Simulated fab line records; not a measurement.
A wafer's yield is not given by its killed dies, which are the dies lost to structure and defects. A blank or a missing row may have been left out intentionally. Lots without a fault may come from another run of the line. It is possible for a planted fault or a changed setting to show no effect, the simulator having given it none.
Which tool did it? -- flow sky130 -- 30 wafers sampled from 10 lots at 1 step of a route of 708

## WHAT THE GAUGES READ, wafer by wafer
SKY_VT_ADJUST_LVTN_OVL_MEAS_18.
lot,measured,on,VT_ADJUST_LVTN_01_OVL (nm)
L886,day 7 23:37,overlay-01,-0.4 -1.2 0.1
L888,day 8 15:22,overlay-01,1.5 -0.3 0.3
L889,day 8 19:08,overlay-02,-1.0 -3.6 0.8
L892,day 9 14:02,overlay-02,0.6 1.2 0.0
L897,day 10 23:41,overlay-01,-1.0 -0.3 -0.6
L899,day 11 16:17,overlay-01,-1.4 -1.6 -0.9
L900,day 11 21:47,overlay-01,-1.1 -2.4 -1.7
L904,day 13 01:32,overlay-01,-1.4 -0.7 -0.5
L905,day 13 13:13,overlay-01,0.5 -1.0 -0.3
L906,day 13 19:41,overlay-02,-0.1 1.1 -0.1

## EACH LOT AND THE TOOL THAT RAN IT (in order: tool; ch and the chambers of the sampled wafers; start)
The record holds no process step before these readings.

## THE ANSWER, worked out from the rows above alone
Rule: the usual values come from the lots themselves. Put in order of their means at a reading, lots are off if they are a third of the lots or fewer, leave a main group of 4 or more, and stand apart from it by a gap of 3 or more times the standard deviation of the main group's means; of several such gaps the widest counts. Not used: any main group whose means are identical at the precision the tables above print for the reading. A lot without any number at a reading at which 4 lots or more have one is off too. Any other lot the step has rows for is counted as sound.
No lot is off on any of the readings shown, so nothing can be concluded from this.

## WHAT THE SIMULATOR HAD INSERTED
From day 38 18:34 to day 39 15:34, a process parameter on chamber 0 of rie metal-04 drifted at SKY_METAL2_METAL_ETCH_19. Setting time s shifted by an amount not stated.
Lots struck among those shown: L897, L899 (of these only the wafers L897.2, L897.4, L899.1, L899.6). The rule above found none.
